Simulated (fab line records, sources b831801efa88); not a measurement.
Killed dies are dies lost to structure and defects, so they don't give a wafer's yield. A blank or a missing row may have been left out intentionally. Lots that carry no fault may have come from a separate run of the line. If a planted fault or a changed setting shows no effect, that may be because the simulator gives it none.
Comparing a struck lot with a sound one ; flow sky130 ; 22 steps out of a route of 708
Sound: the wafers L843.1, L843.4, L843.6. Struck: wafer L855.5. (L855.2, L855.6 of the same lot were not struck and are left out.) The cause comes at the end.
At each step with rows: each side's tool, then ch and its chambers, then its first start. Under that, the readings that differ: sound wafers ; struck wafers ; difference of the means ; sigmas: that difference in standard deviations of wafers without a fault.
alike: readings whose means differ by less than 2 such deviations, and words and numbers that are the same on both sides. not compared: withheld readings, readings that some wafer has no value for, bounds like >300 that may hide the same value, and numbers for which the record gives no deviation and whose values overlap.
A row with sigmas, a row that says differs or no value, or rows on one side alone: a step with any of these is where the two part. Numbers that don't overlap but have no deviation are shown without sigmas and don't part them. Lack of a reading on every wafer of one side parts them only where that side has two or more wafers.

first, 5 steps without rows for these wafers: SKY_POLY_CUT_COAT_03 (resist thk 450 nm); SKY_POLY_CUT_SOFTBAKE_04 (time 90 s); SKY_POLY_CUT_EXPOSE_05 (exposes mask NPCM, target cd 270 nm); SKY_POLY_CUT_PEB_06; SKY_POLY_CUT_DEVELOP_07 (develop time 60 s).
SKY_POLY_CUT_CD_MEAS_08 targets a cd of 270 nm.
  sound on cd sem-01 at day 25 17:41; struck on cd sem-02 at day 29 07:14
  alike: cd nm
SKY_POLY_CUT_OVL_MEAS_09:
  sound on overlay-02 at day 25 17:49; struck on overlay-02 at day 29 07:21
  alike: POLY_CUT_OVL
SKY_POLY_CUT_ETCH_10: etches BARC in N2/H2, stops on SiO2, time 45.9 s, target depth 60 nm.
  sound on rie diel-01 ch 0,1,3, day 25 17:51; struck on rie diel-01 ch 1, day 29 07:23
reading;sound;struck;difference;sigmas
rf fwd power W (W);496.2 491.7 495.6;499.4;+4.9;+2
  alike: drypump motor current A, oes product au, throttle valve pct
  not compared: rf hours counter h
SKY_POLY_CUT_ETCH_11: etches Si3N4 in CF4/CH2F2/Ar, stops on poly-Si, time 42.5 s, target depth 60 nm.
  sound on rie diel-01 ch 0,1,3, day 25 17:53; struck on rie diel-01 ch 1, day 29 07:25
  alike: drypump motor current A, oes product au, rf fwd power W, throttle valve pct
  not compared: rf hours counter h
SKY_POLY_CUT_STRIP_12: strips in O2/N2.
  sound on plasma asher-04 ch 0,1, day 25 17:56; struck on plasma asher-01 ch 1, day 29 07:28
  alike: drypump motor current A, oes product au, strip time to endpoint s
  not compared: rf hours counter h
then, 2 steps without rows for these wafers: SKY_SD_P_DEHYDRATE_00 (time 60 s); SKY_SD_P_HMDS_01 (prime time 60 s).
SKY_SD_P_COAT_02: resist thk 1140 nm.
  sound on litho track-04 ch 0, day 26 08:10; struck on litho track-04 ch 0, day 29 21:03
reading;sound;struck;difference;sigmas
model.NOVOLAK_of_SD_P_COAT_02.thk nm (nm);1139 1138 1136;700.1;-437.6;
then, 3 steps without rows for these wafers: SKY_SD_P_SOFTBAKE_03 (time 60 s); SKY_SD_P_EXPOSE_04 (exposes mask PSDM, target cd 380 nm); SKY_SD_P_PEB_05.
SKY_SD_P_DEVELOP_06: develop time 60 s.
  sound on litho track-03 ch 0, day 26 23:13; struck on litho track-03 ch 0, day 30 11:26
reading;sound;struck;difference;sigmas
model.NOVOLAK_of_SD_P_COAT_02.thk nm (nm);1139 1138 1135;699.7;-437.6;
SKY_SD_P_CD_MEAS_07 targets a cd of 380 nm.
  sound on cd sem-01 at day 26 23:22; struck on cd sem-01 at day 30 11:35
reading;sound;struck;difference;sigmas
cd nm (nm);381.3 381.2 381.1;433.2;+52.0;+19
SKY_SD_P_OVL_MEAS_08:
  sound on overlay-01 at day 26 23:29; struck on overlay-02 at day 30 11:41
  alike: SD_P_OVL
next, for these wafers, 1 step has no rows: SKY_SD_P_IMPLANT_09.
SKY_SD_P_STRIP_10: strips in O2/N2.
  sound on plasma asher-03 ch 0,1, day 26 23:40; struck on plasma asher-03 ch 0, day 30 11:52
reading;sound;struck;difference;sigmas
oes product au (a.u.);0.620 0.618 0.622;0.578;-0.042;-10
strip time to endpoint s (s);17.48 17.46 17.46;12.47;-5.00;-99 or more
  alike: drypump motor current A
  not compared: rf hours counter h
SKY_SD_P_TW_MEAS_11:
  sound on film metro-01 at day 26 23:46; struck on film metro-01 at day 30 11:59
  alike: SD_P_TW

WHERE THEY PART
Earliest at SKY_POLY_CUT_ETCH_10; latest, in this record, at SKY_SD_P_STRIP_10. Later steps at which nothing parts them and some readings are alike: SKY_SD_P_TW_MEAS_11.

WHY: the cause the simulator had injected
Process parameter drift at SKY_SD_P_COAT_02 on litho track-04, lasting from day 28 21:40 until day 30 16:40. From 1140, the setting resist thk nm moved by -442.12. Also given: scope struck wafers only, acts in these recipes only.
